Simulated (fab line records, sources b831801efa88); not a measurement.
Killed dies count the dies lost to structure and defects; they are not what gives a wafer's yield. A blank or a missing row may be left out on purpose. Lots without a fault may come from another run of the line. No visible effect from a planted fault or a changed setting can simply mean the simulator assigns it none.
fab line records -- flow sky130
[record] lots = 5, wafers = 15, last_day = 49
route steps=708 shown METAL5@671 PASSIVATION@681 PAD_OPEN@694
lots untouched by any fault: they come from a run of this same line in which no faults occurred
start_h: start of the lot's first displayed wafer, in hours after the record's first day -- wait_h: hours from the lot's prior step to this one -- " repeats the value in the row above -- L1.1+2: one row covering several wafers at once -- - no value, or no start was given -- * or withheld: withheld -- < > ~ a bound
route shown NAME@n: NAME is a module with steps in the file, n the number in the route of the first one -- usual: average and standard deviation across the fault-free wafers -- same: alike in all rows -- chamber/n: place in a boat -- sites: each site's reading -- _std_site: the values' standard deviation -- _edge_site: inner sites' mean taken away from outer sites' mean -- radius_mm: how far each site lies from the wafer's centre -- mask NAME#n: copy n -- behind: the last tool/chamber to shape the wafer -- hold: reason for holding the lot/hours on hold/outcome of the hold -- device: whichever transistor did not switch (one of n, p or np) -- end of line: tests run on the same wafers once the route is complete -- a step without rows: its recipe alone -- killed: at the first sort, the dies lost to defects and structure; wafer yield is something else -- map: shows each die of a wafer: x if killed, . if not, _ if none is there
set.NAME: the setting as run; set.NAME@STEP: as run at that earlier step -- model.NAME: the simulator's own value behind a step, which no gauge read
certain route steps with their lots: each step a table, each wafer a row
services: when a tool's chamber went out of use (start_h, in hours from the record's first day, below 0 if earlier), for how many hours, and the reason
[[steps]]
[step SKY_METAL5_SOFTBAKE_10]
[recipe] temp_c = 90, time_s = 60, resist = NOVOLAK
[step SKY_METAL5_EXPOSE_11]
[recipe] mask_id = MM5, na = 0.6, source_shape = conventional, sigma_outer = 0.6, polarization = unpolarized, target_cd_nm = 1600, dose_mj = 190
[step SKY_METAL5_PEB_12]
[recipe] temp_c = withheld, time_s = *, resist = NOVOLAK
[step SKY_METAL5_DEVELOP_13]
[recipe] resist = NOVOLAK, developer = TMAH, develop_time_s = 60, dev_temp_c = 23
[step SKY_METAL5_DESCUM_14]
[recipe] chemistry = O2, source_power_w = 150, bias_power_w = 0, pressure_mtorr = 10, temp_c = 40, time_s = 11
[usual] drypump_motor_current_A = 5.6/0.53, oes_product_au = 0.998/0.0073
lot.wafer,tool,chamber,start_h,wait_h,drypump_motor_current_A,oes_product_au,rf_hours_counter_h
L146.1,rie_metal-04,0,1063.15,0.1,6.4,0.992,3
L146.3,rie_metal-04,0,1063.15,0.1,6.4,1.000,-
L146.5,rie_metal-04,1,1063.15,0.1,5.5,1.012,-
L149.2,rie_metal-04,1,1080.27,0.1,5.5,1.006,11
L149.4,rie_metal-04,0,1080.27,0.1,6.3,0.994,-
L149.6,rie_metal-04,0,1080.27,0.1,6.4,1.003,-
L155.1,rie_metal-03,0,1117.05,0.1,4.9,1.008,26
L155.2,rie_metal-03,1,1117.05,0.1,5.5,0.989,14
L155.3,rie_metal-03,0,1117.05,0.1,4.9,0.996,-
L156.1,rie_metal-01,0,1122.22,0.1,6.2,1.008,8
L156.4,rie_metal-01,0,1122.22,0.1,6.2,0.998,-
L156.5,rie_metal-01,1,1122.22,0.1,5.1,1.003,-
L161.3,rie_metal-01,1,1149.96,0.1,5.1,1.008,-
L161.4,rie_metal-01,0,1149.96,0.1,6.2,1.007,-
L161.5,rie_metal-01,1,1149.96,0.1,5.1,0.997,-
[step SKY_METAL5_METAL_ETCH_15]
[recipe] target_depth_a = 12600, stop_on = SiO2, over_etch_frac = 0.2, time_s = 252, chemistry = Cl2/BCl3, resist_sidewall_deg = 86, pressure_mtorr = 10, icp_w = 900, bias_w = 48.5, Cl2_flow_sccm = 60, bcl3_flow_sccm = 30
[step SKY_METAL5_STRIP_16]
[recipe] chemistry = O2/N2, power_w = 1400, pressure_mtorr = 1500, platen_temp_c = withheld, o2_flow_sccm = 3000, n2_flow_sccm = 300, overash_fraction = 0.5
[usual] drypump_motor_current_A = 5.6/0.41, oes_product_au = 0.710/0.0043, strip_time_to_endpoint_s = 13.07/0.09
lot.wafer,tool,chamber,start_h,wait_h,drypump_motor_current_A,oes_product_au,rf_hours_counter_h,strip_time_to_endpoint_s
L146.1,plasma_asher-03,0,1063.42,0.2,6.0,0.716,34,12.90
L146.3,plasma_asher-03,1,1063.42,0.2,5.8,0.704,-,12.96
L146.5,plasma_asher-03,0,1063.42,0.2,6.0,0.712,-,12.86
L149.2,plasma_asher-03,0,1080.54,0.2,6.0,0.705,36,12.87
L149.4,plasma_asher-03,0,1080.54,0.2,6.0,0.709,-,13.18
L149.6,plasma_asher-03,0,1080.54,0.2,6.0,0.714,-,13.11
L155.1,plasma_asher-01,1,1117.32,0.2,5.5,0.709,73,13.06
L155.2,plasma_asher-01,0,1117.32,0.2,4.8,0.710,73,13.15
L155.3,plasma_asher-01,1,1117.32,0.2,5.4,0.716,-,13.12
L156.1,plasma_asher-03,1,1122.49,0.2,5.9,0.705,40,13.08
L156.4,plasma_asher-03,0,1122.49,0.2,6.0,0.707,-,13.17
L156.5,plasma_asher-03,0,1122.49,0.2,6.0,0.709,-,13.17
L161.3,plasma_asher-01,0,1150.25,0.1,4.8,0.714,-,13.12
L161.4,plasma_asher-01,1,1150.25,0.1,5.4,0.719,-,13.17
L161.5,plasma_asher-01,0,1150.25,0.1,4.8,0.697,-,13.17
[step SKY_METAL5_STRIP_17]
[recipe] chemistry = post_etch_residue_remover, time_s = 1200, temp_c = 72.5
[step SKY_METAL5_CLEAN_18]
[recipe] chemistry = IPA, time_s = 180, temp_c = 25
[step SKY_METAL5_CLEAN_19]
[recipe] chemistry = O3/DIW, dry = n2_spin
[step SKY_PASSIVATION_CVD_00]
[recipe] material = SiO2, target_thk_nm = 90, temp_c = 400, time_s = withheld, rf_w = 600
[usual] heater_power_w = 659/110
lot.wafer,tool,chamber,start_h,wait_h,heater_power_w
L146.1,pecvd-01,2,1064.05,0.0,577
L146.3,pecvd-01,1,1064.05,0.0,838
L146.5,pecvd-01,2,1064.05,0.0,581
L149.2,pecvd-03,2,1081.16,0.0,670
L149.4,pecvd-03,0,1081.16,0.0,497
L149.6,pecvd-03,1,1081.16,0.0,690
L155.1,pecvd-04,0,1117.95,0.0,568
L155.2,pecvd-04,1,1117.95,0.0,713
L155.3,pecvd-04,2,1117.95,0.0,455
L156.1,pecvd-01,1,1123.12,0.0,785
L156.4,pecvd-01,2,1123.12,0.0,655
L156.5,pecvd-01,0,1123.12,0.0,553
L161.3,pecvd-03,1,1150.85,0.0,795
L161.4,pecvd-03,2,1150.85,0.0,706
L161.5,pecvd-03,1,1150.85,0.0,830
[step SKY_PASSIVATION_THK_MEAS_01]
[recipe] reads = SiO2_of_PASSIVATION_CVD_00
[usual] PASSIVATION_CVD_00_THK = 90.3/1.1
lot.wafer,tool,chamber,start_h,wait_h,PASSIVATION_CVD_00_THK[nm]
L146.1,film_metro-01,-,1064.07,-,88.8
L146.3,film_metro-01,-,1064.07,-,90.6
L146.5,film_metro-01,-,1064.07,-,90.8
L149.2,film_metro-02,-,1081.20,-,88.0
L149.4,film_metro-02,-,1081.20,-,90.0
L149.6,film_metro-02,-,1081.20,-,89.0
L155.1,film_metro-01,-,1117.97,-,90.9
L155.2,film_metro-01,-,1117.97,-,89.6
L155.3,film_metro-01,-,1117.97,-,90.9
L156.1,film_metro-02,-,1123.14,-,88.7
L156.4,film_metro-02,-,1123.14,-,90.1
L156.5,film_metro-02,-,1123.14,-,89.8
L161.3,film_metro-01,-,1150.89,-,89.0
L161.4,film_metro-01,-,1150.89,-,90.8
L161.5,film_metro-01,-,1150.89,-,90.3
[step SKY_PASSIVATION_CVD_02]
[recipe] material = Si3N4, target_thk_nm = 540, temp_c = 400, time_s = withheld, rf_w = 450
[usual] heater_power_w = 690/110
lot.wafer,tool,chamber,start_h,wait_h,heater_power_w,model.Si3N4_of_PASSIVATION_CVD_02.thk_nm
L146.1,pecvd-03,1,1064.13,0.1,797,537.2
L146.3,pecvd-03,0,1064.13,0.1,693,540.3
L146.5,pecvd-03,1,1064.13,0.1,848,539.2
L149.2,pecvd-04,0,1081.25,0.0,614,537.8
L149.4,pecvd-04,0,1081.25,0.0,636,550.8
L149.6,pecvd-04,2,1081.25,0.0,612,550.2
L155.1,pecvd-03,2,1118.03,0.1,663,533.8
L155.2,pecvd-03,1,1118.03,0.1,919,539.1
L155.3,pecvd-03,0,1118.03,0.1,662,539.6
L156.1,pecvd-04,0,1123.20,0.1,544,559.1
L156.4,pecvd-04,0,1123.20,0.1,579,532.3
L156.5,pecvd-04,1,1123.20,0.1,638,536.6
L161.3,pecvd-01,0,1150.93,0.0,558,536.1
L161.4,pecvd-01,1,1150.93,0.0,873,540.2
L161.5,pecvd-01,0,1150.93,0.0,590,539.5
[step SKY_PASSIVATION_THK_MEAS_03]
[recipe] reads = Si3N4_of_PASSIVATION_CVD_02
[usual] PASSIVATION_CVD_02_THK = 539/6.9
lot.wafer,tool,chamber,start_h,wait_h,PASSIVATION_CVD_02_THK[nm]
L146.1,film_metro-01,-,1064.35,-,537
L146.3,film_metro-01,-,1064.35,-,540
L146.5,film_metro-01,-,1064.35,-,539
L149.2,film_metro-01,-,1081.48,-,538
L149.4,film_metro-01,-,1081.48,-,551
L149.6,film_metro-01,-,1081.48,-,550
L155.1,film_metro-01,-,1118.25,-,534
L155.2,film_metro-01,-,1118.25,-,539
L155.3,film_metro-01,-,1118.25,-,539
L156.1,film_metro-02,-,1123.42,-,559
L156.4,film_metro-02,-,1123.42,-,532
L156.5,film_metro-02,-,1123.42,-,537
L161.3,film_metro-02,-,1151.18,-,536
L161.4,film_metro-02,-,1151.18,-,540
L161.5,film_metro-02,-,1151.18,-,540
[step SKY_PASSIVATION_DEHYDRATE_04]
[recipe] temp_c = 200, time_s = 60
[step SKY_PASSIVATION_HMDS_05]
[recipe] prime_time_s = 60, prime_temp_c = 120
[step SKY_PASSIVATION_COAT_06]
[recipe] spin_rpm = 2000, resist_thk_nm = 3000
[step SKY_PASSIVATION_SOFTBAKE_07]
[recipe] temp_c = 110, time_s = withheld
[step SKY_PASSIVATION_EXPOSE_08]
[recipe] mask_id = NSM, target_cd_nm = 3000, na = 0.57, dose_mj = 260
[step SKY_PASSIVATION_PEB_09]
[recipe] temp_c = 115, time_s = withheld
[step SKY_PASSIVATION_DEVELOP_10]
[recipe] develop_time_s = 60, dev_temp_c = 23
[step SKY_PASSIVATION_ETCH_11]
[recipe] chemistry = CF4/O2, target_depth_nm = 725, stop_on = AlCu, source_w = 800, bias_w = 150, pressure_mtorr = 150, cf4_flow_sccm = 80, O2_flow_sccm = 10, time_s = 161.1
[usual] O2_flow_sccm = 10.00/0.031, drypump_motor_current_A = 6.0/0.39, oes_product_au = 0.977/0.0071, throttle_valve_pct = 5.964/0.0087
lot.wafer,tool,chamber,start_h,wait_h,O2_flow_sccm,drypump_motor_current_A,oes_product_au,rf_hours_counter_h,throttle_valve_pct,model.PASSIVATION.feature_depth_nm,model.etch.depth_nm
L146.1,rie_diel-04,2,1084.50,-,10.01,5.4,0.977,13,5.951,701.3,701.3
L146.3,rie_diel-04,3,1084.50,-,9.96,5.9,0.974,6,5.969,706.3,706.3
L146.5,rie_diel-04,2,1084.50,-,9.98,5.4,0.987,-,5.972,705.7,705.7
L149.2,rie_diel-04,1,1101.85,-,9.98,6.6,0.976,8,5.950,699.1,699.1
L149.4,rie_diel-04,3,1101.85,-,10.00,6.0,0.995,-,5.948,714.7,714.7
L149.6,rie_diel-04,0,1101.85,-,10.00,6.4,0.980,-,5.968,713.2,713.2
L155.1,rie_diel-04,0,1137.37,-,10.02,6.4,0.965,21,5.957,700.5,700.5
L155.2,rie_diel-04,1,1137.37,-,10.06,6.6,0.976,9,5.959,704.8,704.8
L155.3,rie_diel-04,3,1137.37,-,10.03,6.0,0.971,8,5.960,706.1,706.1
L156.1,rie_diel-01,0,1142.25,-,9.99,5.7,0.992,25,5.990,722.4,722.4
L156.4,rie_diel-01,1,1142.25,-,9.96,5.8,0.971,25,5.957,697.3,697.3
L156.5,rie_diel-01,3,1142.25,-,9.99,6.1,0.973,-,5.967,701.7,701.7
L161.3,rie_diel-01,0,1168.22,-,10.04,5.7,0.973,25,5.966,698.5,698.5
L161.4,rie_diel-01,3,1168.22,-,9.98,6.1,0.979,8,5.958,704.4,704.4
L161.5,rie_diel-01,1,1168.22,-,10.01,5.8,0.969,-,5.960,703.3,703.3
[step SKY_PASSIVATION_STRIP_12]
[recipe] chemistry = O2/N2, power_w = 1400, pressure_mtorr = 1500, platen_temp_c = withheld, overash_fraction = 0.7, o2_flow_sccm = 3000, n2_flow_sccm = 300
[usual] drypump_motor_current_A = 5.3/0.34, oes_product_au = 0.660/0.0048, strip_time_to_endpoint_s = 31.58/0.11
lot.wafer,tool,chamber,start_h,wait_h,drypump_motor_current_A,oes_product_au,rf_hours_counter_h,strip_time_to_endpoint_s
L146.1,plasma_asher-01,1,1084.61,0.1,5.4,0.657,70,31.37
L146.3,plasma_asher-01,1,1084.61,0.1,5.4,0.660,-,31.26
L146.5,plasma_asher-01,0,1084.61,0.1,4.8,0.659,-,31.28
L149.2,plasma_asher-04,1,1101.96,0.1,5.3,0.659,4,31.38
L149.4,plasma_asher-04,1,1101.96,0.1,5.3,0.662,-,31.51
L149.6,plasma_asher-04,1,1101.96,0.1,5.3,0.671,-,31.53
L155.1,plasma_asher-04,0,1137.47,0.1,5.1,0.656,7,31.60
L155.2,plasma_asher-04,1,1137.47,0.1,5.2,0.660,7,31.57
L155.3,plasma_asher-04,1,1137.47,0.1,5.3,0.659,-,31.60
L156.1,plasma_asher-01,1,1142.36,0.1,5.4,0.658,75,31.45
L156.4,plasma_asher-01,0,1142.36,0.1,4.8,0.662,-,31.46
L156.5,plasma_asher-01,0,1142.36,0.1,4.8,0.657,-,31.53
L161.3,plasma_asher-01,0,1168.36,0.1,4.8,0.666,-,31.51
L161.4,plasma_asher-01,1,1168.36,0.1,5.4,0.660,-,31.54
L161.5,plasma_asher-01,0,1168.36,0.1,4.8,0.663,-,31.52
[step SKY_PAD_OPEN_DEHYDRATE_00]
[recipe] temp_c = 200, time_s = 60
[step SKY_PAD_OPEN_HMDS_01]
[recipe] prime_time_s = 60, prime_temp_c = 120
[step SKY_PAD_OPEN_COAT_02]
[recipe] spin_rpm = 2000, resist_thk_nm = 3000
[step SKY_PAD_OPEN_SOFTBAKE_03]
[recipe] temp_c = 110, time_s = withheld
[step SKY_PAD_OPEN_EXPOSE_04]
[recipe] mask_id = PDM, target_cd_nm = 60000, na = 0.57, dose_mj = 260
[step SKY_PAD_OPEN_PEB_05]
[recipe] temp_c = 115, time_s = withheld
[step SKY_PAD_OPEN_DEVELOP_06]
[recipe] develop_time_s = 60, dev_temp_c = 23
[step SKY_PAD_OPEN_ETCH_07]
[recipe] chemistry = CF4/O2, target_depth_nm = 725, stop_on = AlCu, source_w = 800, bias_w = 150, pressure_mtorr = 150, cf4_flow_sccm = 80, O2_flow_sccm = 10, time_s = 161.1
[usual] O2_flow_sccm = 10.00/0.031, drypump_motor_current_A = 5.9/0.37, oes_product_au = 0.978/0.0073, throttle_valve_pct = 5.965/0.0085
lot.wafer,tool,chamber,start_h,wait_h,O2_flow_sccm,drypump_motor_current_A,oes_product_au,rf_hours_counter_h,throttle_valve_pct,model.PAD_OPEN.feature_depth_nm,model.etch.depth_nm
L146.1,rie_diel-03,1,1104.90,-,9.98,5.4,0.979,15,5.984,701.3,701.3
L146.3,rie_diel-03,3,1104.90,-,9.99,5.9,0.984,22,5.978,706.3,706.3
L146.5,rie_diel-03,0,1104.90,-,9.97,6.2,0.989,-,5.950,705.7,705.7
L149.2,rie_diel-01,2,1122.05,-,9.97,5.7,0.979,13,5.963,699.1,699.1
L149.4,rie_diel-01,0,1122.05,-,10.03,5.7,0.981,24,5.950,714.7,714.7
L149.6,rie_diel-01,2,1122.05,-,10.06,5.7,0.991,-,5.967,713.2,713.2
L155.1,rie_diel-01,2,1155.75,-,10.01,5.7,0.967,14,5.969,700.5,700.5
L155.2,rie_diel-01,3,1155.75,-,9.99,6.1,0.972,7,5.962,704.8,704.8
L155.3,rie_diel-01,0,1155.75,-,10.01,5.7,0.976,25,5.975,706.1,706.1
L156.1,rie_diel-02,0,1160.47,-,9.98,6.4,0.986,30,5.979,722.4,722.4
L156.4,rie_diel-02,3,1160.47,-,9.99,6.5,0.984,23,5.952,697.3,697.3
L156.5,rie_diel-02,0,1160.47,-,10.02,6.4,0.970,-,5.964,701.7,701.7
L161.3,rie_diel-03,1,1184.22,-,10.05,5.4,0.983,19,5.976,698.5,698.5
L161.4,rie_diel-03,0,1184.22,-,10.04,6.1,0.979,28,5.965,704.4,704.4
L161.5,rie_diel-03,2,1184.22,-,10.01,5.1,0.984,-,5.968,703.3,703.3
[step SKY_PAD_OPEN_STRIP_08]
[recipe] chemistry = O2/N2, power_w = 1400, pressure_mtorr = 1500, platen_temp_c = withheld, overash_fraction = 0.7, o2_flow_sccm = 3000, n2_flow_sccm = 300
[usual] drypump_motor_current_A = 5.43/0.29, oes_product_au = 0.664/0.0048, strip_time_to_endpoint_s = 37.07/0.12
lot.wafer,tool,chamber,start_h,wait_h,drypump_motor_current_A,oes_product_au,rf_hours_counter_h,strip_time_to_endpoint_s
L146.1,plasma_asher-04,0,1105.01,0.1,5.13,0.659,4,37.25
L146.3,plasma_asher-04,0,1105.01,0.1,5.14,0.669,-,37.18
L146.5,plasma_asher-04,0,1105.01,0.1,5.13,0.657,-,37.23
L149.2,plasma_asher-04,1,1122.16,0.1,5.22,0.670,6,37.05
L149.4,plasma_asher-04,1,1122.16,0.1,5.27,0.665,-,37.00
L149.6,plasma_asher-04,1,1122.16,0.1,5.28,0.664,-,37.03
L155.1,plasma_asher-02,0,1155.86,0.1,5.56,0.669,103,37.05
L155.2,plasma_asher-02,1,1155.86,0.1,5.75,0.660,103,37.10
L155.3,plasma_asher-02,1,1155.86,0.1,5.76,0.666,-,37.12
L156.1,plasma_asher-01,0,1160.58,0.1,4.83,0.661,77,37.23
L156.4,plasma_asher-01,1,1160.58,0.1,5.45,0.660,-,37.21
L156.5,plasma_asher-01,0,1160.58,0.1,4.83,0.672,-,37.18
L161.3,plasma_asher-02,0,1184.36,0.1,5.54,0.672,-,36.96
L161.4,plasma_asher-02,1,1184.36,0.1,5.75,0.665,-,37.14
L161.5,plasma_asher-02,0,1184.36,0.1,5.55,0.668,-,37.07
[step SKY_PAD_OPEN_STRIP_09]
[recipe] chemistry = post_etch_residue_remover, time_s = 1200, temp_c = 72.5
lot.wafer,tool,chamber,start_h,wait_h,model.Si3N4_of_PASSIVATION_CVD_02.thk_nm
L146.1,wet_bench-03,1,1105.11,0.1,536.8
L146.3,wet_bench-03,1,1105.11,0.1,539.9
L146.5,wet_bench-03,1,1105.11,0.1,538.9
L149.2,wet_bench-04,0,1122.26,0.1,537.4
L149.4,wet_bench-04,0,1122.26,0.1,550.4
L149.6,wet_bench-04,0,1122.26,0.1,549.8
L155.1,wet_bench-01,3,1155.96,0.1,533.4
L155.2,wet_bench-01,3,1155.96,0.1,538.8
L155.3,wet_bench-01,3,1155.96,0.1,539.2
L156.1,wet_bench-03,1,1160.68,0.1,558.7
L156.4,wet_bench-03,1,1160.68,0.1,531.9
L156.5,wet_bench-03,1,1160.68,0.1,536.2
L161.3,wet_bench-01,2,1184.42,0.0,535.7
L161.4,wet_bench-01,2,1184.42,0.0,539.8
L161.5,wet_bench-01,2,1184.42,0.0,539.2
[step SKY_PAD_OPEN_CLEAN_10]
[recipe] chemistry = IPA, time_s = 180, temp_c = 25
[[services]]
tool,chamber,start_h,hours,kind
rie_diel-01,1,1039.92,1.5,repair
plasma_asher-01,-,1048.08,2.8,pm
plasma_asher-04,-,1055.25,9.0,pm
plasma_asher-04,0,1055.25,9.0,vent_cycle
plasma_asher-04,1,1055.25,9.0,vent_cycle
rie_diel-04,-,1058.04,2.6,repair
plasma_asher-04,0,1064.25,-,clean
plasma_asher-04,1,1064.25,-,clean
pecvd-03,-,1071.42,2.8,pm
pecvd-01,-,1075.79,1.5,repair
rie_diel-04,3,1094.49,5.6,repair
rie_diel-02,1,1096.57,46.1,repair
rie_metal-03,-,1096.68,0.3,repair
rie_diel-01,-,1097.53,0.6,repair
rie_diel-04,2,1098.89,5.2,repair
rie_diel-04,0,1103.21,13.4,repair
rie_diel-03,2,1106.12,21.3,repair
pecvd-01,-,1112.04,2.8,pm
plasma_asher-04,-,1126.10,3.5,repair
rie_diel-02,2,1161.34,1.4,repair
rie_metal-04,0,1170.43,2.5,repair
rie_diel-03,-,1172.00,0.5,repair
rie_metal-01,0,1179.01,4.7,repair
rie_diel-04,-,1179.26,0.5,repair
[[key]]
first_sign none at tools or gauges
[model_effect] step = SKY_PASSIVATION_CVD_02, value = Si3N4_of_PASSIVATION_CVD_02.thk_nm, without = 529.5, struck = 559.1
[model_effect] step = SKY_PASSIVATION_ETCH_11, value = PASSIVATION.feature_depth_nm, without = 692.8, struck = 722.4
[model_effect] step = SKY_PAD_OPEN_ETCH_07, value = PAD_OPEN.feature_depth_nm, without = 692.8, struck = 722.4
[model_effect] step = SKY_PAD_OPEN_STRIP_09, value = Si3N4_of_PASSIVATION_CVD_02.thk_nm, without = 529.1, struck = 558.7
met_at SKY_PASSIVATION_CVD_02
struck_wafers L156.1
onset_between 1081.25 1123.20
[fault] kind = process_parameter_drift, tool = pecvd-04, chamber = -, onset_h = 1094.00, steps = SKY_PASSIVATION_CVD_02, channel = time_s, offset = withheld, shape = step, end_h = 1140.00, scope = struck_wafers_only, acts_in = *
